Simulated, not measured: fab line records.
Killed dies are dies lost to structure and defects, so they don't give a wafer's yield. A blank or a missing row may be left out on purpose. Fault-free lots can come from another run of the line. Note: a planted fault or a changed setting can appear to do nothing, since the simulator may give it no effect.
Struck lot and sound lot, side by side -- flow gf180mcu -- 43 out of 602 route steps
Sound: the wafers L956.4, L956.5, L956.6. Struck: wafers L960.1, L960.3, L960.4. The cause is named last.
Per side, at each step with rows, come the tool, then ch with its chambers, and then its first start. Under that, the readings that differ: sound wafers -- struck wafers -- difference of the means -- sigmas: that difference in standard deviations of wafers without a fault.
alike: a reading whose means differ by less than 2 such deviations, as well as words and numbers matching on both sides. not compared: withheld readings; readings where some wafer has no value; bounds like >300 that might hide an equal value; numbers whose values overlap and for which the record gives no deviation.
Wherever a step has rows on one side only, a row that says differs or no value, or a row with sigmas, the two part there. When numbers do not overlap yet have no deviation, they are printed without sigmas and do not part them. Lack of a reading on every wafer of one side parts them only where that side has two or more wafers.

first, 6 steps without rows for these wafers: GF_STI_HMDS_06 (prime time 60 s); GF_STI_COAT_07 (resist thk 700 nm); GF_STI_SOFTBAKE_08 (time 60 s); GF_STI_EXPOSE_09 (exposes mask COMP, target cd 220 nm); GF_STI_PEB_10 (peb time 90 s); GF_STI_DEVELOP_11 (develop time 60 s).
GF_STI_CD_MEAS_12: target cd 220 nm.
  struck on cd sem-01, day 3 13:38; sound on cd sem-01, day 2 18:28
  alike: cd nm
GF_STI_ETCH_13: etches the open film in CHF3/O2, stops on Si, target depth 282.31 nm, time 112.9 s.
  sound on rie diel-02 ch 1,2,3, day 2 18:34; struck on rie diel-01 ch 0,1,3, day 3 13:45
reading,sound,struck,difference,sigmas
rf hours counter h (h),- - -,93 24 2,no value on the sound wafers,
  alike: chf3 flow sccm, drypump motor current A, oes product au, throttle valve pct
GF_STI_ETCH_14: etches Si in HBr/Cl2/O2, target depth 360 nm, time 102.9 s.
  sound on rie si-02 ch 1,2,3, day 2 18:37; struck on rie si-01 ch 0,1,2, day 3 13:50
  alike: HBr_flow_sccm, drypump motor current A, oes product au, throttle valve pct
  not compared: rf hours counter h
GF_STI_STRIP_15: strips in O2/N2.
  sound on plasma asher-03 ch 0,1, day 2 18:43; struck on plasma asher-03 ch 0,1, day 3 13:55
  alike: drypump motor current A, heater power w, oes product au, strip time to endpoint s
  not compared: rf hours counter h
then, 2 steps without rows for these wafers: GF_STI_CLEAN_16 (cleans in dHF, time 25 s); GF_STI_WET_ETCH_17 (etches Si3N4 in H3PO4, target depth 45 nm, time 514 s).
GF_STI_CLEAN_18: cleans in SC1/SC2, time 150 s.
  sound on wet bench-01 ch 3, day 2 18:57; struck on wet bench-01 ch 0, day 3 14:11
  alike: bath heat duty pct
then, 3 steps without rows for these wafers: GF_STI_CLEAN_19 (cleans in dHF, time 20 s); GF_STI_WET_ETCH_20 (etches SiO2 in dHF, target depth 20 nm, time 400 s); GF_STI_OXIDATION_21 (stabilise 600 s, purge 300 s, target thk 15 nm).
GF_STI_THK_MEAS_22:
  struck on film metro-02, day 3 15:32; sound on film metro-04, day 2 21:18
  alike: STI_OXIDATION_01_THK
then, 1 step without rows for these wafers: GF_STI_CVD_23 (deposits SiO2, target thk 650 nm, time 108.3 s).
GF_STI_THK_MEAS_24:
  struck on film metro-01, day 3 15:41; sound on film metro-02, day 2 21:26
  alike: STI_CVD_23_THK
GF_STI_CMP_25: polishes, stops on Si3N4, t overpolish 33 s, target thk 524.6 nm.
  sound on cmp-02 ch 0,1,3, day 2 21:37; struck on cmp-02 ch 1,2,3, day 3 15:44
  alike: motor current A, overpolish run s, platen rpm, time to endpoint s
then, 4 steps without rows for these wafers: GF_STI_WET_ETCH_26 (etches SiO2 in dHF, target depth 94 nm, time 188 s); GF_STI_WET_ETCH_27 (etches Si3N4 in H3PO4, target depth 160 nm, time 1825 s); GF_STI_WET_ETCH_28 (etches SiO2 in dHF, target depth 20 nm, time 40 s); GF_STI_OXIDATION_29 (stabilise 600 s, purge 300 s, target thk 10 nm).
GF_STI_THK_MEAS_30:
  struck on film metro-04, day 3 18:29; sound on film metro-02, day 2 23:56
  alike: STI_OXIDATION_02_THK
then, 8 steps without rows for these wafers: GF_DNWELL_DEHYDRATE_00 (time 60 s); GF_DNWELL_HMDS_01 (prime time 60 s); GF_DNWELL_COAT_02 (resist thk 3000 nm); GF_DNWELL_SOFTBAKE_03; GF_DNWELL_EXPOSE_04 (exposes mask DNWELL, target cd 1700 nm); GF_DNWELL_PEB_05; GF_DNWELL_DEVELOP_06 (develop time 60 s); GF_DNWELL_IMPLANT_07.
GF_DNWELL_STRIP_08: strips in O2/N2.
  sound on plasma asher-03 ch 0,1, day 3 13:28; struck on plasma asher-01 ch 0,1, day 4 07:16
  alike: drypump motor current A, heater power w, oes product au, strip time to endpoint s
  not compared: rf hours counter h
GF_DNWELL_TW_MEAS_09:
  struck on film metro-02, day 4 07:22; sound on film metro-02, day 3 13:34
  alike: DNWELL_TW
then, 7 steps without rows for these wafers: GF_NWELL_DEHYDRATE_00 (time 60 s); GF_NWELL_HMDS_01 (prime time 60 s); GF_NWELL_COAT_02 (resist thk 3000 nm); GF_NWELL_SOFTBAKE_03; GF_NWELL_EXPOSE_04 (exposes mask Nwell, target cd 860 nm); GF_NWELL_PEB_05; GF_NWELL_DEVELOP_06 (develop time 60 s).
-- the record jumps here: 27 days lie between the struck wafers' starts before and after (it left off in module NWELL and takes up again in module PASSIVATION, whose first step shown is number 602 of the route) --
GF_PASSIVATION_PROBE_99:
  the record has rows for the struck wafers here (prober-02, day 31 01:26) and none for the sound ones

WHERE THEY PART
Last at GF_PASSIVATION_PROBE_99 as far as this record goes, first at GF_STI_ETCH_13.

WHY: whatever the simulator had introduced
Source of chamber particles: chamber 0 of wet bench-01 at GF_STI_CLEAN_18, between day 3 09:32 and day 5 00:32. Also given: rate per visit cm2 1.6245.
